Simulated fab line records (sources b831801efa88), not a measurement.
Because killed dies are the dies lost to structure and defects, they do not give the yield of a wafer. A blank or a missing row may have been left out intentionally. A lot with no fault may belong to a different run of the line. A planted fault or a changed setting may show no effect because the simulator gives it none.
The tool behind it: which one? | flow sfq-line | route of 325 steps, sampled at 1 step: 14 lots, 42 wafers

WHAT EACH GAUGE READ, for each wafer
The record lacks any reading of a measuring or inspecting step that a usual standard deviation could be used to judge.

EACH LOT AND THE TOOL THAT RAN IT (in order: tool; ch and the chambers of the sampled wafers; start)
lot  | SFQ_TRILAYER_I1_VIA_LITHO_COAT_054
L920 | litho-track-01 ch 0, day 13 01:18
L921 | litho-track-04 ch 0, day 13 09:17
L923 | litho-track-04 ch 0, day 14 02:56
L924 | litho-track-01 ch 0, day 14 10:24
L925 | litho-track-04 ch 0, day 14 19:18
L926 | litho-track-01 ch 0, day 15 04:18
L927 | litho-track-01 ch 0, day 15 13:29
L928 | litho-track-04 ch 0, day 15 23:10
L933 | litho-track-01 ch 0, day 17 12:21
L935 | litho-track-01 ch 0, day 17 17:45
L939 | litho-track-04 ch 0, day 19 16:35
L940 | litho-track-04 ch 0, day 19 23:56
L941 | litho-track-04 ch 0, day 20 05:59
L942 | litho-track-01 ch 0, day 20 08:56
- SFQ_TRILAYER_I1_VIA_LITHO_COAT_054: resist thk 62 nm.

WHAT THE TOOLS THEMSELVES READ (means of the sampled wafers that have a number; where no wafer has one, the mark that the record gives instead)
SFQ_TRILAYER_I1_VIA_LITHO_COAT_054.
lot  | tool           | spin-speed-rpm (rpm)
L920 | litho-track-01 | 3000.7
L921 | litho-track-04 | 2999.2
L923 | litho-track-04 | 2999.9
L924 | litho-track-01 | 3000.4
L925 | litho-track-04 | 2999.3
L926 | litho-track-01 | 3002.9
L927 | litho-track-01 | 2998.7
L928 | litho-track-04 | 3000.8
L933 | litho-track-01 | 2856.7
L935 | litho-track-01 | 2857.3
L939 | litho-track-04 | 3001.3
L940 | litho-track-04 | 3001.1
L941 | litho-track-04 | 2999.2
L942 | litho-track-01 | 2998.2

THE ANSWER, worked out from the rows above alone
Rule: the usual values come from the lots themselves. The widest of any qualifying gaps counts: lots, ordered by their means at a reading, are off when they make up no more than a third of the lots, leave a main group of 4 or more, and stand apart from it by 3 or more times the standard deviation of that group's means. The tables above print the reading to a certain number of digits; a main group whose means all agree to those digits is not used. Also off: a lot with no number at a reading for which 4 or more lots have one. Where the step has rows for the other lots, those lots are counted as sound. Order of review: gauges by route order, followed by the tools' own readings, for which a lot's mean as printed above is used. At the first step where some lot is off, the reading lying furthest off is the one used; lots without a number count as furthest.
Off: L933, L935, at SFQ_TRILAYER_I1_VIA_LITHO_COAT_054 (spin-speed-rpm). For the main group the mean is 3000.1 rpm and the standard deviation 1.3.
If a tool, at that step or one of the process steps before it, ran each lot that is off and ran no sound lot following the first of them, it fits. No candidate that was tried fits.

WHAT THE SIMULATOR HAD PUT IN
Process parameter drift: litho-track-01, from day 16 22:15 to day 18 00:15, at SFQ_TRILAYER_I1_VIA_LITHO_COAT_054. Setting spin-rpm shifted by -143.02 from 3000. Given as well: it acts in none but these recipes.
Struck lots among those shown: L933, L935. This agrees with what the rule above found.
